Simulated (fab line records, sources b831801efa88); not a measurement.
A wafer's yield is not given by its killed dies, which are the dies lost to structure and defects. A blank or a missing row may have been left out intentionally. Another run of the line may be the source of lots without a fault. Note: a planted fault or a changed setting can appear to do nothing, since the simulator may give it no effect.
fab line records | flow sky130
record: lots: 6 | wafers: 18 | last-day: 50
route steps=708 shown VT_ADJUST_NCORE@125 VT_ADJUST_HVTR@131 VT_ADJUST_PCH@143
lots that met no fault: from a run of the same line without faults
start-h: start of the lot's first displayed wafer, in hours after the record's first day | wait-h: how many hours have passed since the lot's step before this one | " identical to the entry in the row above | L1.1+2: a row that stands for several wafers | - value missing, or start not given | * or withheld: withheld | < > ~ a bound
route shown NAME@n: names a module that has steps shown in the file, with the first one's number in the route | usual: mean/standard deviation of fault-free wafers | same: alike in all rows | chamber/n: place in a boat | sites: per-site readings | _std_site: the standard deviation of these | _edge_site: mean of outer sites minus mean of inner sites | radius-mm: how far each site lies from the wafer's centre | mask NAME#n: copy n | behind: the most recent tool/chamber to have shaped the wafer | hold: cause of the lot's hold/its duration in hours/its outcome | device: names the non-switching transistor (n, p or np) | end of line: tests run on the same wafers once the route is complete | for a step that has no rows: nothing shown but its recipe | killed: dies that structure and defects cost at the first sort, which is not the same as the wafer's yield | map: dies across one wafer; x = killed, . = not, _ = none there
set.NAME: the setting that was run; set.NAME@STEP: the one run at that earlier step | model.NAME: the simulator's own value behind a step, which no gauge read
lots at some steps of the route; a table a step, a row a wafer
services: when a tool's chamber went out of use (start-h, in hours from the record's first day, below 0 if earlier), for how many hours, and the reason
== steps ==
step: SKY_VT_ADJUST_NCORE_DEVELOP_06
recipe: resist: NOVOLAK | developer: TMAH | develop-time-s: 60 | dev-temp-c: 23
step: SKY_VT_ADJUST_NCORE_CD_MEAS_07
recipe: target-cd-nm: 380
usual: cd-nm: 379.3/2.5
lot.wafer | tool      | chamber | start-h | wait-h | cd-nm
L278.1    | cd-sem-01 | -       | 190.49  | 0.1    | 379.7
L278.3    | "         | -       | "       | "      | 380.4
L278.5    | "         | -       | "       | "      | 383.1
L281.2    | cd-sem-02 | -       | 210.61  | 0.1    | 379.3
L281.3    | "         | -       | "       | "      | 380.2
L281.5    | "         | -       | "       | "      | 379.1
L282.1    | cd-sem-01 | -       | 218.39  | 0.1    | 378.8
L282.4    | "         | -       | "       | "      | 379.4
L282.5    | "         | -       | "       | "      | 380.4
L291.1    | cd-sem-01 | -       | 279.14  | 0.1    | 379.9
L291.2    | "         | -       | "       | "      | 378.2
L291.5    | "         | -       | "       | "      | 378.1
L297.1    | cd-sem-01 | -       | 327.29  | 0.1    | 385.8
L297.3    | "         | -       | "       | "      | 382.2
L297.4    | "         | -       | "       | "      | 381.5
L299.2    | cd-sem-01 | -       | 339.16  | 0.1    | 379.2
L299.3    | "         | -       | "       | "      | 379.7
L299.5    | "         | -       | "       | "      | 379.7
step: SKY_VT_ADJUST_NCORE_OVL_MEAS_08
usual: VT_ADJUST_NCORE_OVL: 0.1/1.5
lot.wafer | tool       | chamber | start-h | wait-h | VT_ADJUST_NCORE_OVL[nm]
L278.1    | overlay-01 | -       | 190.61  | 0.1    | 4.3
L278.3    | "          | -       | "       | "      | 3.1
L278.5    | "          | -       | "       | "      | 3.0
L281.2    | overlay-02 | -       | 210.72  | 0.1    | 1.3
L281.3    | "          | -       | "       | "      | -1.5
L281.5    | "          | -       | "       | "      | 0.7
L282.1    | overlay-01 | -       | 218.51  | 0.1    | -0.4
L282.4    | "          | -       | "       | "      | 1.7
L282.5    | "          | -       | "       | "      | 2.3
L291.1    | overlay-02 | -       | 279.26  | 0.1    | -1.1
L291.2    | "          | -       | "       | "      | 0.5
L291.5    | "          | -       | "       | "      | -0.7
L297.1    | overlay-02 | -       | 327.41  | 0.1    | -0.9
L297.3    | "          | -       | "       | "      | 0.1
L297.4    | "          | -       | "       | "      | 0.9
L299.2    | overlay-02 | -       | 339.27  | 0.1    | 1.6
L299.3    | "          | -       | "       | "      | 1.9
L299.5    | "          | -       | "       | "      | 0.2
step: SKY_VT_ADJUST_NCORE_IMPLANT_09
recipe: species: B | energy-kev: 10 | dose-cm2: 2.4e+12 | tilt-deg: withheld
step: SKY_VT_ADJUST_NCORE_STRIP_10
recipe: chemistry: O2/N2 | power-w: 1400 | pressure-mtorr: 1500 | platen-temp-c: withheld | o2-flow-sccm: 3000 | n2-flow-sccm: 300 | overash-fraction: 0.5
usual: drypump-motor-current-A: 5.8/0.41 | oes-product-au: 0.715/0.0041 | strip-time-to-endpoint-s: 14.20/0.036
same: overash-fraction: 0.5
lot.wafer | tool            | chamber | start-h | wait-h | drypump-motor-current-A | oes-product-au | rf-hours-counter-h | strip-time-to-endpoint-s
L278.1    | plasma-asher-04 | 1       | 190.80  | 0.1    | 6.1                     | 0.723          | 35                 | 14.16
L278.3    | "               | 1       | "       | "      | 6.1                     | 0.714          | -                  | 14.16
L278.5    | "               | 1       | "       | "      | 6.1                     | 0.712          | -                  | 14.17
L281.2    | plasma-asher-04 | 0       | 210.90  | 0.1    | 6.2                     | 0.710          | 37                 | 14.20
L281.3    | "               | 0       | "       | "      | 6.2                     | 0.719          | -                  | 14.18
L281.5    | "               | 0       | "       | "      | 6.2                     | 0.712          | -                  | 14.17
L282.1    | plasma-asher-04 | 0       | 218.70  | 0.1    | 6.2                     | 0.716          | 38                 | 14.17
L282.4    | "               | 0       | "       | "      | 6.2                     | 0.715          | -                  | 14.16
L282.5    | "               | 0       | "       | "      | 6.2                     | 0.715          | -                  | 14.21
L291.1    | plasma-asher-03 | 0       | 279.44  | 0.1    | 5.5                     | 0.715          | 17                 | 14.16
L291.2    | "               | 1       | "       | "      | 5.6                     | 0.710          | 17                 | 14.20
L291.5    | "               | 1       | "       | "      | 5.6                     | 0.716          | -                  | 14.21
L297.1    | plasma-asher-01 | 0       | 327.60  | 0.1    | 5.0                     | 0.717          | 64                 | 14.15
L297.3    | "               | 0       | "       | "      | 5.0                     | 0.719          | -                  | 14.13
L297.4    | "               | 1       | "       | "      | 5.9                     | 0.712          | -                  | 14.16
L299.2    | plasma-asher-04 | 0       | 339.45  | 0.1    | 6.2                     | 0.711          | 50                 | 14.22
L299.3    | "               | 1       | "       | "      | 6.1                     | 0.728          | -                  | 14.24
L299.5    | "               | 1       | "       | "      | 6.1                     | 0.713          | -                  | 14.26
step: SKY_VT_ADJUST_NCORE_TW_MEAS_11
usual: VT_ADJUST_NCORE_TW: 219.4/2.7
lot.wafer | tool          | chamber | start-h | wait-h | VT_ADJUST_NCORE_TW
L278.1    | film-metro-03 | -       | 190.90  | 0.1    | 220.1
L278.3    | "             | -       | "       | "      | 220.8
L278.5    | "             | -       | "       | "      | 219.8
L281.2    | film-metro-01 | -       | 211.01  | 0.1    | 216.0
L281.3    | "             | -       | "       | "      | 216.3
L281.5    | "             | -       | "       | "      | 217.7
L282.1    | film-metro-02 | -       | 218.80  | 0.1    | 223.3
L282.4    | "             | -       | "       | "      | 223.1
L282.5    | "             | -       | "       | "      | 222.6
L291.1    | film-metro-01 | -       | 279.54  | 0.1    | 216.5
L291.2    | "             | -       | "       | "      | 214.8
L291.5    | "             | -       | "       | "      | 215.4
L297.1    | film-metro-03 | -       | 327.70  | 0.1    | 221.5
L297.3    | "             | -       | "       | "      | 221.0
L297.4    | "             | -       | "       | "      | 220.9
L299.2    | film-metro-01 | -       | 339.56  | 0.1    | 217.2
L299.3    | "             | -       | "       | "      | 216.3
L299.5    | "             | -       | "       | "      | 216.0
step: SKY_VT_ADJUST_HVTR_DEHYDRATE_00
recipe: temp-c: 200 | time-s: 60
step: SKY_VT_ADJUST_HVTR_HMDS_01
recipe: prime-time-s: 60 | prime-temp-c: 120
step: SKY_VT_ADJUST_HVTR_COAT_02
recipe: resist: NOVOLAK | spin-rpm: 3000 | resist-thk-nm: 1140
step: SKY_VT_ADJUST_HVTR_SOFTBAKE_03
recipe: temp-c: 90 | time-s: 60 | resist: NOVOLAK
step: SKY_VT_ADJUST_HVTR_EXPOSE_04
recipe: mask-id: HVTRM | target-cd-nm: 380 | na: 0.6 | source-shape: conventional | sigma-outer: 0.6 | dose-mj: 150
step: SKY_VT_ADJUST_HVTR_PEB_05
recipe: temp-c: withheld | time-s: * | resist: NOVOLAK
step: SKY_VT_ADJUST_HVTR_DEVELOP_06
recipe: develop-time-s: 60 | dev-temp-c: 23
lot.wafer  | tool           | chamber | start-h | wait-h
L278.1+3+5 | litho-track-03 | 0       | 211.63  | 0.1
L281.2+3+5 | litho-track-01 | 0       | 232.07  | 0.1
L282.1+4+5 | litho-track-01 | 0       | 240.34  | 0.1
L291.1+2+5 | litho-track-03 | 0       | 305.08  | 0.1
L297.1+3+4 | litho-track-01 | 0       | 354.64  | 0.1
L299.2+3+5 | litho-track-01 | 0       | 367.12  | 0.1
step: SKY_VT_ADJUST_HVTR_CD_MEAS_07
recipe: target-cd-nm: 380
usual: cd-nm: 379.1/2.4
lot.wafer | tool      | chamber | start-h | wait-h | cd-nm
L278.1    | cd-sem-02 | -       | 211.78  | 0.1    | 375.0
L278.3    | "         | -       | "       | "      | 376.5
L278.5    | "         | -       | "       | "      | 374.6
L281.2    | cd-sem-01 | -       | 232.21  | 0.1    | 375.3
L281.3    | "         | -       | "       | "      | 377.1
L281.5    | "         | -       | "       | "      | 377.9
L282.1    | cd-sem-02 | -       | 240.49  | 0.1    | 375.0
L282.4    | "         | -       | "       | "      | 376.0
L282.5    | "         | -       | "       | "      | 375.0
L291.1    | cd-sem-02 | -       | 305.23  | 0.1    | 381.9
L291.2    | "         | -       | "       | "      | 383.2
L291.5    | "         | -       | "       | "      | 380.2
L297.1    | cd-sem-01 | -       | 354.79  | 0.1    | -
L297.3    | "         | -       | "       | "      | -
L297.4    | "         | -       | "       | "      | -
L299.2    | cd-sem-01 | -       | 367.26  | 0.1    | -
L299.3    | "         | -       | "       | "      | -
L299.5    | "         | -       | "       | "      | -
step: SKY_VT_ADJUST_HVTR_OVL_MEAS_08
usual: VT_ADJUST_HVTR_OVL: 0.3/1.3
lot.wafer | tool       | chamber | start-h | wait-h | VT_ADJUST_HVTR_OVL[nm]
L278.1    | overlay-02 | -       | 211.90  | 0.1    | -0.1
L278.3    | "          | -       | "       | "      | -1.4
L278.5    | "          | -       | "       | "      | -0.7
L281.2    | overlay-02 | -       | 232.32  | 0.1    | 3.1
L281.3    | "          | -       | "       | "      | 0.6
L281.5    | "          | -       | "       | "      | 0.3
L282.1    | overlay-01 | -       | 240.61  | 0.1    | 0.8
L282.4    | "          | -       | "       | "      | 0.6
L282.5    | "          | -       | "       | "      | 0.6
L291.1    | overlay-02 | -       | 305.35  | 0.1    | -2.3
L291.2    | "          | -       | "       | "      | -1.6
L291.5    | "          | -       | "       | "      | -0.2
L297.1    | overlay-02 | -       | 354.91  | 0.1    | -
L297.3    | "          | -       | "       | "      | -
L297.4    | "          | -       | "       | "      | -
L299.2    | overlay-02 | -       | 367.37  | 0.1    | -
L299.3    | "          | -       | "       | "      | -
L299.5    | "          | -       | "       | "      | -
step: SKY_VT_ADJUST_HVTR_IMPLANT_09
recipe: species: B | energy-kev: 10 | dose-cm2: 2.1e+12 | tilt-deg: withheld
step: SKY_VT_ADJUST_HVTR_STRIP_10
recipe: chemistry: O2/N2 | power-w: 1400 | pressure-mtorr: 1500 | platen-temp-c: withheld | o2-flow-sccm: 3000 | n2-flow-sccm: 300 | overash-fraction: 0.5
usual: drypump-motor-current-A: 5.63/0.27 | oes-product-au: 0.716/0.0047 | strip-time-to-endpoint-s: 14.21/0.039
same: overash-fraction: 0.5
lot.wafer | tool            | chamber | start-h | wait-h | drypump-motor-current-A | oes-product-au | rf-hours-counter-h | strip-time-to-endpoint-s
L278.1    | plasma-asher-03 | 0       | 212.08  | 0.1    | 5.57                    | 0.721          | 10                 | 14.22
L278.3    | "               | 1       | "       | "      | 5.60                    | 0.719          | -                  | 14.19
L278.5    | "               | 0       | "       | "      | 5.55                    | 0.719          | -                  | 14.21
L281.2    | plasma-asher-01 | 1       | 232.50  | 0.1    | 5.89                    | 0.725          | 55                 | 14.21
L281.3    | "               | 1       | "       | "      | 5.87                    | 0.709          | -                  | 14.20
L281.5    | "               | 0       | "       | "      | 5.01                    | 0.712          | -                  | 14.21
L282.1    | plasma-asher-01 | 0       | 240.80  | 0.1    | 5.04                    | 0.718          | 56                 | 14.26
L282.4    | "               | 0       | "       | "      | 5.02                    | 0.715          | -                  | 14.28
L282.5    | "               | 0       | "       | "      | 5.04                    | 0.712          | -                  | 14.25
L291.1    | plasma-asher-02 | 1       | 305.53  | 0.1    | 5.67                    | 0.708          | 64                 | 14.20
L291.2    | "               | 0       | "       | "      | 6.05                    | 0.715          | 64                 | 14.24
L291.5    | "               | 0       | "       | "      | 6.06                    | 0.713          | -                  | 14.21
L297.1    | plasma-asher-02 | 1       | 355.10  | 0.1    | 5.67                    | 0.720          | 69                 | 14.26
L297.3    | "               | 1       | "       | "      | 5.73                    | 0.715          | -                  | 14.24
L297.4    | "               | 0       | "       | "      | 6.09                    | 0.716          | -                  | 14.27
L299.2    | plasma-asher-03 | 0       | 367.55  | 0.1    | 5.51                    | 0.721          | 26                 | 14.13
L299.3    | "               | 0       | "       | "      | 5.51                    | 0.717          | -                  | 14.16
L299.5    | "               | 0       | "       | "      | 5.54                    | 0.716          | -                  | 14.14
step: SKY_VT_ADJUST_HVTR_TW_MEAS_11
usual: VT_ADJUST_HVTR_TW: 211.1/3
lot.wafer | tool          | chamber | start-h | wait-h | VT_ADJUST_HVTR_TW
L278.1    | film-metro-02 | -       | 212.18  | 0.1    | 213.4
L278.3    | "             | -       | "       | "      | 213.4
L278.5    | "             | -       | "       | "      | 213.2
L281.2    | film-metro-04 | -       | 232.61  | 0.1    | 213.5
L281.3    | "             | -       | "       | "      | 212.0
L281.5    | "             | -       | "       | "      | 212.7
L282.1    | film-metro-02 | -       | 240.90  | 0.1    | 215.7
L282.4    | "             | -       | "       | "      | 214.0
L282.5    | "             | -       | "       | "      | 216.4
L291.1    | film-metro-01 | -       | 305.63  | 0.1    | 208.2
L291.2    | "             | -       | "       | "      | 207.3
L291.5    | "             | -       | "       | "      | 207.1
L297.1    | film-metro-02 | -       | 355.20  | 0.1    | 30.6
L297.3    | "             | -       | "       | "      | 30.5
L297.4    | "             | -       | "       | "      | 30.7
L299.2    | film-metro-04 | -       | 367.66  | 0.1    | 30.1
L299.3    | "             | -       | "       | "      | 30.1
L299.5    | "             | -       | "       | "      | 30.2
step: SKY_VT_ADJUST_PCH_DEHYDRATE_00
recipe: temp-c: 200 | time-s: 60
== services ==
tool            | chamber | start-h | hours | kind
plasma-asher-01 | -       | 360.48  | 13.5  | repair
== key ==
first-sign: step: SKY_VT_ADJUST_HVTR_CD_MEAS_07 | reading: cd-nm | direction: missing
effect: step: SKY_VT_ADJUST_HVTR_OVL_MEAS_08 | reading: VT_ADJUST_HVTR_OVL | direction: missing
effect: step: SKY_VT_ADJUST_HVTR_TW_MEAS_11 | reading: VT_ADJUST_HVTR_TW | direction: down | sigmas: 61 | usual: 211.1 | struck: 30.4
met-at SKY_VT_ADJUST_HVTR_DEVELOP_06
struck-wafers L297.1,L297.3,L297.4,L299.2,L299.3,L299.5
sort-left-out L297.1,L297.3,L297.4,L299.2,L299.3,L299.5
tester-left-out L297,L299
onset-between 240.34 354.64
also-fits time
fault: kind: process-parameter-drift | tool: litho-track-01 | chamber: - | onset-h: 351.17 | steps: SKY_VT_ADJUST_HVTR_DEVELOP_06 | channel: develop-time-s | offset: * | shape: step | end-h: 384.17 | acts-in: * | stated: *
tester-left-out: of these lots the tester's yield and bins aren't shown, on N5 and GAA mostly nor the transistor test; their killed dies are dies lost to structure and defects alone, not to doping, threshold or leakage, so they don't give the yield
sort-left-out: the simulated sort isn't trusted on such a fault, so these wafers' sort isn't shown, and their yield isn't known
